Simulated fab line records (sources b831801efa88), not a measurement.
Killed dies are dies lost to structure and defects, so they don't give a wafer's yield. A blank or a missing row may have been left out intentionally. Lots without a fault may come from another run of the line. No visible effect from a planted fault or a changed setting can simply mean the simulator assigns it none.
Problem report, 8D (eight disciplines) form, completed by code    flow sky130    the parts of the form that need people (team, actions taken, sign-off) are left out

1. WHAT IS WRONG
Mean of killed_at_M4_up at SKY_PAD_OPEN_PROBE_99: 213.5 across 2 wafers in 2 lots; on wafers with no fault it is 3.0 (standard deviation 1.9). So: +99 or more standard deviations from the usual mean.
First observed at day 48 19:52: wafer L997.2, on prober-01. The record has a number at this step for 4 wafers belonging to 2 lots. By rule, "out" or "out of limits" means more than 4 standard deviations away from the usual mean. All remaining wafers that have a number are taken as sound.

2. WHAT THIS IS AND IS NOT
question                     is                                           is not
which readings at this step  killed_at_M4_up, killed_dies, killed_on_rim  killed_at_front_end, killed_open
which lots                   L997, L998                                   -
which wafers of those lots   L997.2, L998.4                               L998.3, L998.6
read on which tools          prober-01, prober-02                         -
when                         from day 48 19:52                            up to then (0 sound wafers); but 2 sound wafers of L998 came after

3. THE SUSPECTS, EACH WITH WHAT RULES IT OUT
Counting: any tool at a process step up to the reading remains a suspect provided it ran every lot that is out. Sound lots after the first of them don't rule it out here, since some wafers of a struck lot are sound.
- pvd_sputter-03 at SKY_METAL4_SPUTTER_01 (material TiN, target thk 20 nm, time 16.7 s): kept. It ran every lot that is out, first L997 (day 43 07:50).
- cmp-01 at SKY_VIA4_CMP_02 (polishes SiO2): kept. It ran every lot that is out, first L997 (day 45 06:34).
- pecvd-01 at SKY_PASSIVATION_CVD_02 (deposits Si3N4, target thk 540 nm): kept. It ran every lot that is out, first L997 (day 47 03:37).
- cmp-01, SKY_VIA4_CMP_02: wafers that are out in chamber 0, sound lot-mates in chambers 1, 3.
- Within pecvd-01 at SKY_PASSIVATION_CVD_02: the wafers that are out ran in chambers 0, 1; their sound lot-mates ran in chamber 2.
pvd_sputter-03 at SKY_METAL4_SPUTTER_01, cmp-01 at SKY_VIA4_CMP_02 and pecvd-01 at SKY_PASSIVATION_CVD_02 are what is left after counting.

4. THE CAUSE (what the simulator had put in)
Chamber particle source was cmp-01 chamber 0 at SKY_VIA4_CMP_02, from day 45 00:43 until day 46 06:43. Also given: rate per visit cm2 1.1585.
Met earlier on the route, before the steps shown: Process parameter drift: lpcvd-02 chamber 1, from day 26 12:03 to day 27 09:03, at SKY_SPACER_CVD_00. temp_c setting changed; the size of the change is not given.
After counting, 3 suspects remain, this tool included.

5. THE EFFECT CHAIN, in route order
Each row: a reading whose mean over the struck wafers that have a number lies more than 3 standard deviations from the usual. Readings are gone through only where the record gives a usual standard deviation; hours: the median, over the lots, of the time from a lot's start at the first step in this table giving one to that lot's start at this step; sigmas: the change measured in usual standard deviations.
hours  step                   reading          usual  on struck wafers  change  sigmas
0      SKY_PAD_OPEN_PROBE_99  killed_at_M4_up  3.0    213.5             +210.5  +99 or more
0      SKY_PAD_OPEN_PROBE_99  killed_dies      87     274               +187    +19
0      SKY_PAD_OPEN_PROBE_99  killed_on_rim    17     55                +38     +11
Its process steps:
- SKY_PAD_OPEN_PROBE_99

6. WHAT WOULD HAVE CAUGHT IT SOONER
91 hours passed between the start of the fault at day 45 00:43 and the first reading out of limits in this record, taken at day 48 19:52.
Of the tool readings at SKY_VIA4_CMP_02 for which the record gives a usual standard deviation, none was out on any struck wafer, so an alarm limit of 4 standard deviations on them would not have fired.
By day 48 19:52 the whole set of lots that are out, 2 in number, had already begun SKY_VIA4_CMP_02 on cmp-01. None of them would have been spared by holding the tool at that moment.
